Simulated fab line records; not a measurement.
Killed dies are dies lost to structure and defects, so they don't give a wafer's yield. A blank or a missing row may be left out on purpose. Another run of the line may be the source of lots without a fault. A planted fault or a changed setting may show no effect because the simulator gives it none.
Shared-tool check / flow gf180mcu / Sampled: 14 lots, 51 wafers

THE REASON FOR OPENING IT
At GF_MVPSD_TW_MEAS_11 the reading MVPSD_TW is flagged on 3 of 14 lots. Wafers without a fault read 553.3, standard deviation 3.
Rule: flag the lot when none of its wafers has a number, or when each of its wafers that has one lies beyond 4 standard deviations from that mean. The rest of the lots are taken to be sound.

lot=L997; measured=day 4 22:35; on=film-metro-03; MVPSD_TW, wafer by wafer=555.7 556.9 555.8; flag=
lot=L998; measured=day 5 10:58; on=film-metro-02; MVPSD_TW, wafer by wafer=552.3 550.6 550.2; flag=
lot=L999; measured=day 5 13:53; on=film-metro-02; MVPSD_TW, wafer by wafer=550.9 550.4 554.1; flag=
lot=L100; measured=day 5 22:38; on=film-metro-02; MVPSD_TW, wafer by wafer=549.7 553.0 551.2; flag=
lot=L101; measured=day 6 01:32; on=film-metro-03; MVPSD_TW, wafer by wafer=556.7 555.7 552.2; flag=
lot=L102; measured=day 6 06:17; on=film-metro-01; MVPSD_TW, wafer by wafer=553.3 556.9 555.8; flag=
lot=L103; measured=day 6 14:53; on=film-metro-01; MVPSD_TW, wafer by wafer=552.3 551.3 551.4; flag=
lot=L106; measured=day 7 07:47; on=film-metro-02; MVPSD_TW, wafer by wafer=550.7 551.3 551.8; flag=
lot=L108; measured=day 7 16:37; on=film-metro-03; MVPSD_TW, wafer by wafer=552.9 553.5 553.5; flag=
lot=L110; measured=day 8 06:29; on=film-metro-03; MVPSD_TW, wafer by wafer=551.0 553.2 551.0; flag=
lot=L113; measured=day 9 00:58; on=film-metro-03; MVPSD_TW, wafer by wafer=584.0 588.0 584.4 584.6 586.3 584.3; flag=FLAGGED
lot=L114; measured=day 9 06:08; on=film-metro-03; MVPSD_TW, wafer by wafer=581.4 583.8 583.4 585.7 584.7 587.2; flag=FLAGGED
lot=L115; measured=day 9 17:32; on=film-metro-01; MVPSD_TW, wafer by wafer=583.7 584.5 584.9 584.1 580.4 582.5; flag=FLAGGED
lot=L120; measured=day 10 20:53; on=film-metro-03; MVPSD_TW, wafer by wafer=549.2 552.7 553.0; flag=
The numbers of the flagged lots are 584.3 on average: +31.0 against the usual, or +10 standard deviations.

WHICH TOOL EACH LOT WENT THROUGH
The record holds 1 process step before the reading, out of a route of 602 steps. In each cell: the tool, then ch and the chambers that the sampled wafers went through, then the start.
lot=L997; flag=; GF_MVPSD_IMPLANT_09=implanter-02 ch 0, day 4 22:20
lot=L998; flag=; GF_MVPSD_IMPLANT_09=implanter-02 ch 0, day 5 10:45
lot=L999; flag=; GF_MVPSD_IMPLANT_09=implanter-04 ch 0, day 5 13:38
lot=L100; flag=; GF_MVPSD_IMPLANT_09=implanter-01 ch 0, day 5 22:25
lot=L101; flag=; GF_MVPSD_IMPLANT_09=implanter-04 ch 0, day 6 01:17
lot=L102; flag=; GF_MVPSD_IMPLANT_09=implanter-04 ch 0, day 6 06:02
lot=L103; flag=; GF_MVPSD_IMPLANT_09=implanter-01 ch 0, day 6 14:38
lot=L106; flag=; GF_MVPSD_IMPLANT_09=implanter-04 ch 0, day 7 07:32
lot=L108; flag=; GF_MVPSD_IMPLANT_09=implanter-02 ch 0, day 7 16:23
lot=L110; flag=; GF_MVPSD_IMPLANT_09=implanter-01 ch 0, day 8 06:16
lot=L113; flag=FLAGGED; GF_MVPSD_IMPLANT_09=implanter-01 ch 0, day 9 00:21
lot=L114; flag=FLAGGED; GF_MVPSD_IMPLANT_09=implanter-04 ch 0, day 9 05:35
lot=L115; flag=FLAGGED; GF_MVPSD_IMPLANT_09=implanter-04 ch 0, day 9 16:53
lot=L120; flag=; GF_MVPSD_IMPLANT_09=implanter-01 ch 0, day 10 20:40
What these steps do:
- GF_MVPSD_IMPLANT_09
- GF_MVPSD_TW_MEAS_11

FLAGGED OVER TOTAL, TOOL BY TOOL (the gauges that took the reading come last)
step=GF_MVPSD_IMPLANT_09; tool=implanter-01; lots run=5; flagged=1; share of the flagged lots=some; sound lots run after its first flagged lot=1 (L120)
step=GF_MVPSD_IMPLANT_09; tool=implanter-02; lots run=3; flagged=0; share of the flagged lots=none; sound lots run after its first flagged lot=-
step=GF_MVPSD_IMPLANT_09; tool=implanter-04; lots run=6; flagged=2; share of the flagged lots=some; sound lots run after its first flagged lot=0
step=GF_MVPSD_TW_MEAS_11; tool=film-metro-01; lots run=3; flagged=1; share of the flagged lots=some; sound lots run after its first flagged lot=0
step=GF_MVPSD_TW_MEAS_11; tool=film-metro-02; lots run=4; flagged=0; share of the flagged lots=none; sound lots run after its first flagged lot=-
step=GF_MVPSD_TW_MEAS_11; tool=film-metro-03; lots run=7; flagged=2; share of the flagged lots=some; sound lots run after its first flagged lot=1 (L120)

WHAT THE TABLE ALLOWS
No row of the table ran every flagged lot.

WHAT THE SIMULATOR HAD PUT IN
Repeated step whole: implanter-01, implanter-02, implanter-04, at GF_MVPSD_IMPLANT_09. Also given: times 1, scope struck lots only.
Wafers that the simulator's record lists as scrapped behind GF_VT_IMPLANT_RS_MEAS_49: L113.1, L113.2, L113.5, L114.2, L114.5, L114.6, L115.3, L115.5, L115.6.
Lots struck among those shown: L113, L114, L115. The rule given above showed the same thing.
